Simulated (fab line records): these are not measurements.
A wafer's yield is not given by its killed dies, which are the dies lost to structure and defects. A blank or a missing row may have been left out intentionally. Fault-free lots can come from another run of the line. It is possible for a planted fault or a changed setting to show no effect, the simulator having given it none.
The tool behind it: which one? || flow gf180mcu || 24 lots, 72 wafers sampled, at 5 steps of a route of 602

== WHAT THE GAUGES READ, wafer by wafer ==
GF_V1_RS_MEAS_24: measures by four-point-probe.
{"lot": "L074", "measured": "day 18 08:22", "on": "film_metro-02", "V1_W_RS (ohm/sq)": "0.328 0.325 0.331"}
{"lot": "L075", "measured": "day 18 09:00", "on": "film_metro-04", "V1_W_RS (ohm/sq)": "0.320 0.330 0.318"}
{"lot": "L076", "measured": "day 19 00:31", "on": "film_metro-01", "V1_W_RS (ohm/sq)": "0.325 0.329 0.325"}
{"lot": "L077", "measured": "day 19 06:20", "on": "film_metro-02", "V1_W_RS (ohm/sq)": "0.328 0.335 0.328"}
{"lot": "L078", "measured": "day 19 19:50", "on": "film_metro-04", "V1_W_RS (ohm/sq)": "0.326 0.321 0.322"}
{"lot": "L079", "measured": "day 20 03:26", "on": "film_metro-02", "V1_W_RS (ohm/sq)": "0.328 0.326 0.329"}
{"lot": "L080", "measured": "day 20 19:53", "on": "film_metro-01", "V1_W_RS (ohm/sq)": "0.325 0.323 0.320"}
{"lot": "L081", "measured": "day 21 02:14", "on": "film_metro-01", "V1_W_RS (ohm/sq)": "0.331 0.324 0.327"}
{"lot": "L082", "measured": "day 21 12:17", "on": "film_metro-02", "V1_W_RS (ohm/sq)": "0.322 0.313 0.325"}
{"lot": "L083", "measured": "day 21 19:09", "on": "film_metro-01", "V1_W_RS (ohm/sq)": "0.314 0.327 0.319"}
{"lot": "L084", "measured": "day 21 23:05", "on": "film_metro-01", "V1_W_RS (ohm/sq)": "0.324 0.322 0.318"}
{"lot": "L085", "measured": "day 22 07:30", "on": "film_metro-02", "V1_W_RS (ohm/sq)": "0.319 0.325 0.318"}
{"lot": "L086", "measured": "day 22 23:33", "on": "film_metro-01", "V1_W_RS (ohm/sq)": "0.321 0.326 0.319"}
{"lot": "L087", "measured": "day 23 04:23", "on": "film_metro-04", "V1_W_RS (ohm/sq)": "0.326 0.315 0.314"}
{"lot": "L088", "measured": "day 23 09:28", "on": "film_metro-02", "V1_W_RS (ohm/sq)": "0.326 0.313 0.317"}
{"lot": "L089", "measured": "day 23 19:32", "on": "film_metro-02", "V1_W_RS (ohm/sq)": "0.325 0.329 0.325"}
{"lot": "L090", "measured": "day 24 01:23", "on": "film_metro-04", "V1_W_RS (ohm/sq)": "0.325 0.328 0.319"}
{"lot": "L091", "measured": "day 24 07:56", "on": "film_metro-01", "V1_W_RS (ohm/sq)": "0.325 0.326 0.334"}
{"lot": "L092", "measured": "day 24 12:59", "on": "film_metro-04", "V1_W_RS (ohm/sq)": "0.328 0.331 0.326"}
{"lot": "L093", "measured": "day 25 06:17", "on": "film_metro-02", "V1_W_RS (ohm/sq)": "0.319 0.324 0.320"}
{"lot": "L094", "measured": "day 25 08:48", "on": "film_metro-02", "V1_W_RS (ohm/sq)": "0.320 0.320 0.326"}
{"lot": "L095", "measured": "day 25 15:52", "on": "film_metro-01", "V1_W_RS (ohm/sq)": "0.322 0.322 0.320"}
{"lot": "L096", "measured": "day 26 01:31", "on": "film_metro-01", "V1_W_RS (ohm/sq)": "0.321 0.323 0.321"}
{"lot": "L097", "measured": "day 26 08:35", "on": "film_metro-04", "V1_W_RS (ohm/sq)": "0.325 0.327 0.329"}

GF_V2_THK_MEAS_01.
{"lot": "L074", "measured": "day 19 10:30", "on": "film_metro-04", "V2_CVD_00_THK (nm)": "608 603 603"}
{"lot": "L075", "measured": "day 19 10:46", "on": "film_metro-04", "V2_CVD_00_THK (nm)": "585 607 599"}
{"lot": "L076", "measured": "day 20 03:20", "on": "film_metro-04", "V2_CVD_00_THK (nm)": "589 593 609"}
{"lot": "L077", "measured": "day 20 08:11", "on": "film_metro-04", "V2_CVD_00_THK (nm)": "593 589 591"}
{"lot": "L078", "measured": "day 20 21:14", "on": "film_metro-04", "V2_CVD_00_THK (nm)": "589 580 592"}
{"lot": "L079", "measured": "day 21 05:40", "on": "film_metro-02", "V2_CVD_00_THK (nm)": "600 603 602"}
{"lot": "L080", "measured": "day 21 20:56", "on": "film_metro-02", "V2_CVD_00_THK (nm)": "596 596 587"}
{"lot": "L081", "measured": "day 22 03:13", "on": "film_metro-03", "V2_CVD_00_THK (nm)": "602 598 605"}
{"lot": "L082", "measured": "day 22 13:22", "on": "film_metro-04", "V2_CVD_00_THK (nm)": "600 594 592"}
{"lot": "L083", "measured": "day 22 20:04", "on": "film_metro-04", "V2_CVD_00_THK (nm)": "576 585 595"}
{"lot": "L084", "measured": "day 23 00:01", "on": "film_metro-03", "V2_CVD_00_THK (nm)": "600 600 599"}
{"lot": "L085", "measured": "day 23 08:11", "on": "film_metro-04", "V2_CVD_00_THK (nm)": "602 595 590"}
{"lot": "L086", "measured": "day 23 23:38", "on": "film_metro-03", "V2_CVD_00_THK (nm)": "594 606 588"}
{"lot": "L087", "measured": "day 24 04:35", "on": "film_metro-04", "V2_CVD_00_THK (nm)": "597 592 594"}
{"lot": "L088", "measured": "day 24 09:18", "on": "film_metro-04", "V2_CVD_00_THK (nm)": "595 596 597"}
{"lot": "L089", "measured": "day 24 19:06", "on": "film_metro-04", "V2_CVD_00_THK (nm)": "600 599 593"}
{"lot": "L090", "measured": "day 25 00:55", "on": "film_metro-04", "V2_CVD_00_THK (nm)": "594 597 600"}
{"lot": "L091", "measured": "day 25 07:59", "on": "film_metro-02", "V2_CVD_00_THK (nm)": "591 602 594"}
{"lot": "L092", "measured": "day 25 13:06", "on": "film_metro-02", "V2_CVD_00_THK (nm)": "601 601 594"}
{"lot": "L093", "measured": "day 26 04:50", "on": "film_metro-04", "V2_CVD_00_THK (nm)": "603 603 596"}
{"lot": "L094", "measured": "day 26 07:29", "on": "film_metro-03", "V2_CVD_00_THK (nm)": "598 609 593"}
{"lot": "L095", "measured": "day 26 14:27", "on": "film_metro-02", "V2_CVD_00_THK (nm)": "610 606 605"}
{"lot": "L096", "measured": "day 26 22:55", "on": "film_metro-03", "V2_CVD_00_THK (nm)": "598 605 595"}
{"lot": "L097", "measured": "day 27 10:56", "on": "film_metro-04", "V2_CVD_00_THK (nm)": "604 604 593"}

GF_V2_BOW_MEAS_05.
{"lot": "L074", "measured": "day 19 10:59", "on": "film_metro-04", "V2_BOW (um)": "96 106 102"}
{"lot": "L075", "measured": "day 19 11:16", "on": "film_metro-03", "V2_BOW (um)": "93 99 93"}
{"lot": "L076", "measured": "day 20 03:49", "on": "film_metro-04", "V2_BOW (um)": "103 93 98"}
{"lot": "L077", "measured": "day 20 08:41", "on": "film_metro-02", "V2_BOW (um)": "106 81 105"}
{"lot": "L078", "measured": "day 20 21:44", "on": "film_metro-03", "V2_BOW (um)": "99 102 104"}
{"lot": "L079", "measured": "day 21 06:09", "on": "film_metro-04", "V2_BOW (um)": "89 87 98"}
{"lot": "L080", "measured": "day 21 21:27", "on": "film_metro-03", "V2_BOW (um)": "88 100 99"}
{"lot": "L081", "measured": "day 22 03:44", "on": "film_metro-03", "V2_BOW (um)": "101 105 107"}
{"lot": "L082", "measured": "day 22 13:51", "on": "film_metro-02", "V2_BOW (um)": "110 111 107"}
{"lot": "L083", "measured": "day 22 20:35", "on": "film_metro-02", "V2_BOW (um)": "105 85 100"}
{"lot": "L084", "measured": "day 23 00:31", "on": "film_metro-02", "V2_BOW (um)": "115 120 104"}
{"lot": "L085", "measured": "day 23 08:41", "on": "film_metro-03", "V2_BOW (um)": "103 98 98"}
{"lot": "L086", "measured": "day 24 00:08", "on": "film_metro-04", "V2_BOW (um)": "97 87 97"}
{"lot": "L087", "measured": "day 24 05:05", "on": "film_metro-02", "V2_BOW (um)": "85 88 86"}
{"lot": "L088", "measured": "day 24 09:47", "on": "film_metro-02", "V2_BOW (um)": "94 110 94"}
{"lot": "L089", "measured": "day 24 19:37", "on": "film_metro-03", "V2_BOW (um)": "98 106 102"}
{"lot": "L090", "measured": "day 25 01:24", "on": "film_metro-03", "V2_BOW (um)": "86 106 105"}
{"lot": "L091", "measured": "day 25 08:33", "on": "film_metro-02", "V2_BOW (um)": "102 103 86"}
{"lot": "L092", "measured": "day 25 13:35", "on": "film_metro-03", "V2_BOW (um)": "117 118 101"}
{"lot": "L093", "measured": "day 26 05:20", "on": "film_metro-02", "V2_BOW (um)": "94 99 99"}
{"lot": "L094", "measured": "day 26 08:07", "on": "film_metro-03", "V2_BOW (um)": "92 108 103"}
{"lot": "L095", "measured": "day 26 14:58", "on": "film_metro-02", "V2_BOW (um)": "109 119 99"}
{"lot": "L096", "measured": "day 26 23:25", "on": "film_metro-03", "V2_BOW (um)": "91 93 97"}
{"lot": "L097", "measured": "day 27 11:26", "on": "film_metro-02", "V2_BOW (um)": "99 98 99"}

== EACH LOT AND THE TOOL THAT RAN IT (in order: tool; ch and the chambers of the sampled wafers; start) ==
{"lot": "L074", "GF_MVPSD_STRIP_10": "plasma_asher-03 ch 0, day 5 04:10", "GF_M1_STRIP_17": "plasma_asher-03 ch 0,1, day 17 07:02"}
{"lot": "L075", "GF_MVPSD_STRIP_10": "plasma_asher-04 ch 0,1, day 5 06:40", "GF_M1_STRIP_17": "plasma_asher-02 ch 0,1, day 17 07:49"}
{"lot": "L076", "GF_MVPSD_STRIP_10": "plasma_asher-04 ch 0,1, day 5 11:50", "GF_M1_STRIP_17": "plasma_asher-03 ch 0,1, day 17 22:11"}
{"lot": "L077", "GF_MVPSD_STRIP_10": "plasma_asher-04 ch 0,1, day 5 19:22", "GF_M1_STRIP_17": "plasma_asher-03 ch 0,1, day 18 04:22"}
{"lot": "L078", "GF_MVPSD_STRIP_10": "plasma_asher-04 ch 0,1, day 6 00:07", "GF_M1_STRIP_17": "plasma_asher-01 ch 0,1, day 18 16:58"}
{"lot": "L079", "GF_MVPSD_STRIP_10": "plasma_asher-04 ch 0,1, day 6 06:13", "GF_M1_STRIP_17": "plasma_asher-03 ch 0,1, day 19 00:35"}
{"lot": "L080", "GF_MVPSD_STRIP_10": "plasma_asher-03 ch 0,1, day 6 15:36", "GF_M1_STRIP_17": "plasma_asher-01 ch 0,1, day 19 17:37"}
{"lot": "L081", "GF_MVPSD_STRIP_10": "plasma_asher-04 ch 0,1, day 6 19:07", "GF_M1_STRIP_17": "plasma_asher-03 ch 0,1, day 20 00:10"}
{"lot": "L082", "GF_MVPSD_STRIP_10": "plasma_asher-04 ch 0,1, day 7 00:17", "GF_M1_STRIP_17": "plasma_asher-01 ch 0,1, day 20 10:11"}
{"lot": "L083", "GF_MVPSD_STRIP_10": "plasma_asher-04 ch 0,1, day 7 06:42", "GF_M1_STRIP_17": "plasma_asher-01 ch 0,1, day 20 16:54"}
{"lot": "L084", "GF_MVPSD_STRIP_10": "plasma_asher-02 ch 0,1, day 7 12:10", "GF_M1_STRIP_17": "plasma_asher-01 ch 1, day 20 21:17"}
{"lot": "L085", "GF_MVPSD_STRIP_10": "plasma_asher-04 ch 0,1, day 7 18:32", "GF_M1_STRIP_17": "plasma_asher-03 ch 0,1, day 21 05:55"}
{"lot": "L086", "GF_MVPSD_STRIP_10": "plasma_asher-03 ch 1, day 8 00:56", "GF_M1_STRIP_17": "plasma_asher-03 ch 0,1, day 21 21:16"}
{"lot": "L087", "GF_MVPSD_STRIP_10": "plasma_asher-02 ch 0,1, day 8 06:23", "GF_M1_STRIP_17": "plasma_asher-03 ch 0,1, day 22 03:17"}
{"lot": "L088", "GF_MVPSD_STRIP_10": "plasma_asher-04 ch 0,1, day 8 14:31", "GF_M1_STRIP_17": "plasma_asher-02 ch 0,1, day 22 08:56"}
{"lot": "L089", "GF_MVPSD_STRIP_10": "plasma_asher-02 ch 0,1, day 8 20:25", "GF_M1_STRIP_17": "plasma_asher-03 ch 0,1, day 22 17:55"}
{"lot": "L090", "GF_MVPSD_STRIP_10": "plasma_asher-02 ch 0,1, day 8 23:55", "GF_M1_STRIP_17": "plasma_asher-03 ch 0,1, day 23 01:07"}
{"lot": "L091", "GF_MVPSD_STRIP_10": "plasma_asher-02 ch 0,1, day 9 06:25", "GF_M1_STRIP_17": "plasma_asher-03 ch 0,1, day 23 07:11"}
{"lot": "L092", "GF_MVPSD_STRIP_10": "plasma_asher-02 ch 0,1, day 9 12:31", "GF_M1_STRIP_17": "plasma_asher-02 ch 0,1, day 23 12:41"}
{"lot": "L093", "GF_MVPSD_STRIP_10": "plasma_asher-04 ch 0, day 9 19:46", "GF_M1_STRIP_17": "plasma_asher-01 ch 1, day 24 05:53"}
{"lot": "L094", "GF_MVPSD_STRIP_10": "plasma_asher-03 ch 0,1, day 9 23:25", "GF_M1_STRIP_17": "plasma_asher-01 ch 0,1, day 24 08:13"}
{"lot": "L095", "GF_MVPSD_STRIP_10": "plasma_asher-02 ch 0,1, day 10 07:48", "GF_M1_STRIP_17": "plasma_asher-01 ch 0,1, day 24 15:31"}
{"lot": "L096", "GF_MVPSD_STRIP_10": "plasma_asher-02 ch 0,1, day 10 13:21", "GF_M1_STRIP_17": "plasma_asher-02 ch 0,1, day 25 02:25"}
{"lot": "L097", "GF_MVPSD_STRIP_10": "plasma_asher-02 ch 0,1, day 10 18:17", "GF_M1_STRIP_17": "plasma_asher-02 ch 0,1, day 25 09:13"}
- GF_MVPSD_STRIP_10: strips in O2/N2.
- GF_M1_STRIP_17: strips in O2/N2.

== AS READ BY THE TOOLS THEMSELVES (means over the sampled wafers that have a number; for cases with no such wafer, the mark the record gives instead) ==
GF_MVPSD_STRIP_10.
{"lot": "L074", "tool": "plasma_asher-03", "drypump_motor_current_A (A)": 5.6, "heater_power_w (W)": 324, "o2_flow_sccm (sccm)": 3010, "oes_product_au (a.u.)": 0.719, "strip_time_to_endpoint_s (s)": 36.93}
{"lot": "L075", "tool": "plasma_asher-04", "drypump_motor_current_A (A)": 6.4, "heater_power_w (W)": 398, "o2_flow_sccm (sccm)": 3002, "oes_product_au (a.u.)": 0.722, "strip_time_to_endpoint_s (s)": 36.91}
{"lot": "L076", "tool": "plasma_asher-04", "drypump_motor_current_A (A)": 6.3, "heater_power_w (W)": 393, "o2_flow_sccm (sccm)": 3003, "oes_product_au (a.u.)": 0.721, "strip_time_to_endpoint_s (s)": 36.83}
{"lot": "L077", "tool": "plasma_asher-04", "drypump_motor_current_A (A)": 6.4, "heater_power_w (W)": 395, "o2_flow_sccm (sccm)": 3003, "oes_product_au (a.u.)": 0.727, "strip_time_to_endpoint_s (s)": 37.11}
{"lot": "L078", "tool": "plasma_asher-04", "drypump_motor_current_A (A)": 6.3, "heater_power_w (W)": 397, "o2_flow_sccm (sccm)": 2993, "oes_product_au (a.u.)": 0.724, "strip_time_to_endpoint_s (s)": 36.89}
{"lot": "L079", "tool": "plasma_asher-04", "drypump_motor_current_A (A)": 6.3, "heater_power_w (W)": 392, "o2_flow_sccm (sccm)": 2999, "oes_product_au (a.u.)": 0.724, "strip_time_to_endpoint_s (s)": 36.85}
{"lot": "L080", "tool": "plasma_asher-03", "drypump_motor_current_A (A)": 5.1, "heater_power_w (W)": 307, "o2_flow_sccm (sccm)": 3004, "oes_product_au (a.u.)": 0.723, "strip_time_to_endpoint_s (s)": 36.78}
{"lot": "L081", "tool": "plasma_asher-04", "drypump_motor_current_A (A)": 6.3, "heater_power_w (W)": 400, "o2_flow_sccm (sccm)": 3006, "oes_product_au (a.u.)": 0.724, "strip_time_to_endpoint_s (s)": 36.92}
{"lot": "L082", "tool": "plasma_asher-04", "drypump_motor_current_A (A)": 6.3, "heater_power_w (W)": 396, "o2_flow_sccm (sccm)": 3003, "oes_product_au (a.u.)": 0.719, "strip_time_to_endpoint_s (s)": 37.07}
{"lot": "L083", "tool": "plasma_asher-04", "drypump_motor_current_A (A)": 6.2, "heater_power_w (W)": 403, "o2_flow_sccm (sccm)": 3005, "oes_product_au (a.u.)": 0.725, "strip_time_to_endpoint_s (s)": 36.98}
{"lot": "L084", "tool": "plasma_asher-02", "drypump_motor_current_A (A)": 5.3, "heater_power_w (W)": 352, "o2_flow_sccm (sccm)": 3011, "oes_product_au (a.u.)": 0.725, "strip_time_to_endpoint_s (s)": 37.01}
{"lot": "L085", "tool": "plasma_asher-04", "drypump_motor_current_A (A)": 6.4, "heater_power_w (W)": 394, "o2_flow_sccm (sccm)": 3002, "oes_product_au (a.u.)": 0.719, "strip_time_to_endpoint_s (s)": 36.93}
{"lot": "L086", "tool": "plasma_asher-03", "drypump_motor_current_A (A)": 4.9, "heater_power_w (W)": 292, "o2_flow_sccm (sccm)": 3009, "oes_product_au (a.u.)": 0.720, "strip_time_to_endpoint_s (s)": 36.98}
{"lot": "L087", "tool": "plasma_asher-02", "drypump_motor_current_A (A)": 5.5, "heater_power_w (W)": 324, "o2_flow_sccm (sccm)": 3002, "oes_product_au (a.u.)": 0.722, "strip_time_to_endpoint_s (s)": 36.81}
{"lot": "L088", "tool": "plasma_asher-04", "drypump_motor_current_A (A)": 6.4, "heater_power_w (W)": 398, "o2_flow_sccm (sccm)": 3006, "oes_product_au (a.u.)": 0.722, "strip_time_to_endpoint_s (s)": 36.83}
{"lot": "L089", "tool": "plasma_asher-02", "drypump_motor_current_A (A)": 5.3, "heater_power_w (W)": 357, "o2_flow_sccm (sccm)": 3002, "oes_product_au (a.u.)": 0.721, "strip_time_to_endpoint_s (s)": 36.95}
{"lot": "L090", "tool": "plasma_asher-02", "drypump_motor_current_A (A)": 5.3, "heater_power_w (W)": 354, "o2_flow_sccm (sccm)": 2991, "oes_product_au (a.u.)": 0.724, "strip_time_to_endpoint_s (s)": 36.84}
{"lot": "L091", "tool": "plasma_asher-02", "drypump_motor_current_A (A)": 5.5, "heater_power_w (W)": 324, "o2_flow_sccm (sccm)": 3007, "oes_product_au (a.u.)": 0.728, "strip_time_to_endpoint_s (s)": 36.96}
{"lot": "L092", "tool": "plasma_asher-02", "drypump_motor_current_A (A)": 5.3, "heater_power_w (W)": 354, "o2_flow_sccm (sccm)": 3005, "oes_product_au (a.u.)": 0.722, "strip_time_to_endpoint_s (s)": 36.86}
{"lot": "L093", "tool": "plasma_asher-04", "drypump_motor_current_A (A)": 6.1, "heater_power_w (W)": 407, "o2_flow_sccm (sccm)": 2995, "oes_product_au (a.u.)": 0.724, "strip_time_to_endpoint_s (s)": 37.09}
{"lot": "L094", "tool": "plasma_asher-03", "drypump_motor_current_A (A)": 5.4, "heater_power_w (W)": 313, "o2_flow_sccm (sccm)": 3001, "oes_product_au (a.u.)": 0.723, "strip_time_to_endpoint_s (s)": 37.06}
{"lot": "L095", "tool": "plasma_asher-02", "drypump_motor_current_A (A)": 5.5, "heater_power_w (W)": 332, "o2_flow_sccm (sccm)": 3003, "oes_product_au (a.u.)": 0.721, "strip_time_to_endpoint_s (s)": 36.99}
{"lot": "L096", "tool": "plasma_asher-02", "drypump_motor_current_A (A)": 5.3, "heater_power_w (W)": 355, "o2_flow_sccm (sccm)": 3007, "oes_product_au (a.u.)": 0.723, "strip_time_to_endpoint_s (s)": 36.75}
{"lot": "L097", "tool": "plasma_asher-02", "drypump_motor_current_A (A)": 5.3, "heater_power_w (W)": 351, "o2_flow_sccm (sccm)": 2993, "oes_product_au (a.u.)": 0.726, "strip_time_to_endpoint_s (s)": 37.03}

GF_M1_STRIP_17.
{"lot": "L074", "tool": "plasma_asher-03", "drypump_motor_current_A (A)": 5.4, "heater_power_w (W)": 316, "o2_flow_sccm (sccm)": 3002, "oes_product_au (a.u.)": 0.560, "strip_time_to_endpoint_s (s)": 7.86}
{"lot": "L075", "tool": "plasma_asher-02", "drypump_motor_current_A (A)": 5.5, "heater_power_w (W)": 322, "o2_flow_sccm (sccm)": 2998, "oes_product_au (a.u.)": 0.559, "strip_time_to_endpoint_s (s)": 7.92}
{"lot": "L076", "tool": "plasma_asher-03", "drypump_motor_current_A (A)": 5.1, "heater_power_w (W)": 303, "o2_flow_sccm (sccm)": 3002, "oes_product_au (a.u.)": 0.556, "strip_time_to_endpoint_s (s)": 7.84}
{"lot": "L077", "tool": "plasma_asher-03", "drypump_motor_current_A (A)": 5.1, "heater_power_w (W)": 302, "o2_flow_sccm (sccm)": 3004, "oes_product_au (a.u.)": 0.552, "strip_time_to_endpoint_s (s)": 7.85}
{"lot": "L078", "tool": "plasma_asher-01", "drypump_motor_current_A (A)": 6.1, "heater_power_w (W)": 336, "o2_flow_sccm (sccm)": 3000, "oes_product_au (a.u.)": 0.557, "strip_time_to_endpoint_s (s)": 7.92}
{"lot": "L079", "tool": "plasma_asher-03", "drypump_motor_current_A (A)": 5.4, "heater_power_w (W)": 315, "o2_flow_sccm (sccm)": 2995, "oes_product_au (a.u.)": 0.562, "strip_time_to_endpoint_s (s)": 7.94}
{"lot": "L080", "tool": "plasma_asher-01", "drypump_motor_current_A (A)": 6.1, "heater_power_w (W)": 342, "o2_flow_sccm (sccm)": 3002, "oes_product_au (a.u.)": 0.557, "strip_time_to_endpoint_s (s)": 7.81}
{"lot": "L081", "tool": "plasma_asher-03", "drypump_motor_current_A (A)": 5.4, "heater_power_w (W)": 314, "o2_flow_sccm (sccm)": 2989, "oes_product_au (a.u.)": 0.564, "strip_time_to_endpoint_s (s)": 7.90}
{"lot": "L082", "tool": "plasma_asher-01", "drypump_motor_current_A (A)": 5.7, "heater_power_w (W)": 330, "o2_flow_sccm (sccm)": 2998, "oes_product_au (a.u.)": 0.556, "strip_time_to_endpoint_s (s)": 7.85}
{"lot": "L083", "tool": "plasma_asher-01", "drypump_motor_current_A (A)": 6.1, "heater_power_w (W)": 340, "o2_flow_sccm (sccm)": 3009, "oes_product_au (a.u.)": 0.553, "strip_time_to_endpoint_s (s)": 7.86}
{"lot": "L084", "tool": "plasma_asher-01", "drypump_motor_current_A (A)": 5.5, "heater_power_w (W)": 312, "o2_flow_sccm (sccm)": 3011, "oes_product_au (a.u.)": 0.558, "strip_time_to_endpoint_s (s)": 7.87}
{"lot": "L085", "tool": "plasma_asher-03", "drypump_motor_current_A (A)": 5.1, "heater_power_w (W)": 304, "o2_flow_sccm (sccm)": 3005, "oes_product_au (a.u.)": 0.564, "strip_time_to_endpoint_s (s)": 7.91}
{"lot": "L086", "tool": "plasma_asher-03", "drypump_motor_current_A (A)": 5.1, "heater_power_w (W)": 306, "o2_flow_sccm (sccm)": 3000, "oes_product_au (a.u.)": 0.555, "strip_time_to_endpoint_s (s)": 7.90}
{"lot": "L087", "tool": "plasma_asher-03", "drypump_motor_current_A (A)": 5.4, "heater_power_w (W)": 311, "o2_flow_sccm (sccm)": 3001, "oes_product_au (a.u.)": 0.557, "strip_time_to_endpoint_s (s)": 7.85}
{"lot": "L088", "tool": "plasma_asher-02", "drypump_motor_current_A (A)": 5.5, "heater_power_w (W)": 332, "o2_flow_sccm (sccm)": 3010, "oes_product_au (a.u.)": 0.556, "strip_time_to_endpoint_s (s)": 7.83}
{"lot": "L089", "tool": "plasma_asher-03", "drypump_motor_current_A (A)": 5.4, "heater_power_w (W)": 312, "o2_flow_sccm (sccm)": 2997, "oes_product_au (a.u.)": 0.557, "strip_time_to_endpoint_s (s)": 7.88}
{"lot": "L090", "tool": "plasma_asher-03", "drypump_motor_current_A (A)": 5.4, "heater_power_w (W)": 312, "o2_flow_sccm (sccm)": 2990, "oes_product_au (a.u.)": 0.557, "strip_time_to_endpoint_s (s)": 7.81}
{"lot": "L091", "tool": "plasma_asher-03", "drypump_motor_current_A (A)": 5.4, "heater_power_w (W)": 314, "o2_flow_sccm (sccm)": 3002, "oes_product_au (a.u.)": 0.557, "strip_time_to_endpoint_s (s)": 7.86}
{"lot": "L092", "tool": "plasma_asher-02", "drypump_motor_current_A (A)": 5.5, "heater_power_w (W)": 335, "o2_flow_sccm (sccm)": 3008, "oes_product_au (a.u.)": 0.557, "strip_time_to_endpoint_s (s)": 7.88}
{"lot": "L093", "tool": "plasma_asher-01", "drypump_motor_current_A (A)": 5.5, "heater_power_w (W)": 318, "o2_flow_sccm (sccm)": 2991, "oes_product_au (a.u.)": 0.563, "strip_time_to_endpoint_s (s)": 7.86}
{"lot": "L094", "tool": "plasma_asher-01", "drypump_motor_current_A (A)": 5.8, "heater_power_w (W)": 328, "o2_flow_sccm (sccm)": 2992, "oes_product_au (a.u.)": 0.561, "strip_time_to_endpoint_s (s)": 7.89}
{"lot": "L095", "tool": "plasma_asher-01", "drypump_motor_current_A (A)": 5.8, "heater_power_w (W)": 326, "o2_flow_sccm (sccm)": 3001, "oes_product_au (a.u.)": 0.559, "strip_time_to_endpoint_s (s)": 7.85}
{"lot": "L096", "tool": "plasma_asher-02", "drypump_motor_current_A (A)": 5.3, "heater_power_w (W)": 361, "o2_flow_sccm (sccm)": 2994, "oes_product_au (a.u.)": 0.553, "strip_time_to_endpoint_s (s)": 7.87}
{"lot": "L097", "tool": "plasma_asher-02", "drypump_motor_current_A (A)": 5.5, "heater_power_w (W)": 335, "o2_flow_sccm (sccm)": 2994, "oes_product_au (a.u.)": 0.555, "strip_time_to_endpoint_s (s)": 7.86}

== THE ANSWER, worked out from the rows above alone ==
Rule: usual is defined by the lots themselves. The widest of any qualifying gaps counts: lots, ordered by their means at a reading, are off when they make up no more than a third of the lots, leave a main group of 4 or more, and stand apart from it by 3 or more times the standard deviation of that group's means. A main group whose means are all the same, to the digits that the tables above print for the reading, isn't used. A lot without any number at a reading at which 4 lots or more have one is off too. All remaining lots with rows at the step are treated as sound. Order of review: gauges by route order, followed by the tools' own readings, for which a lot's mean as printed above is used. The first step at which some lot is off is used, and at that step the reading that is off furthest; a lot without a number counts as furthest.
No lot is off at any reading shown: from this, nothing can be told.

== WHAT WAS PUT IN BY THE SIMULATOR ==
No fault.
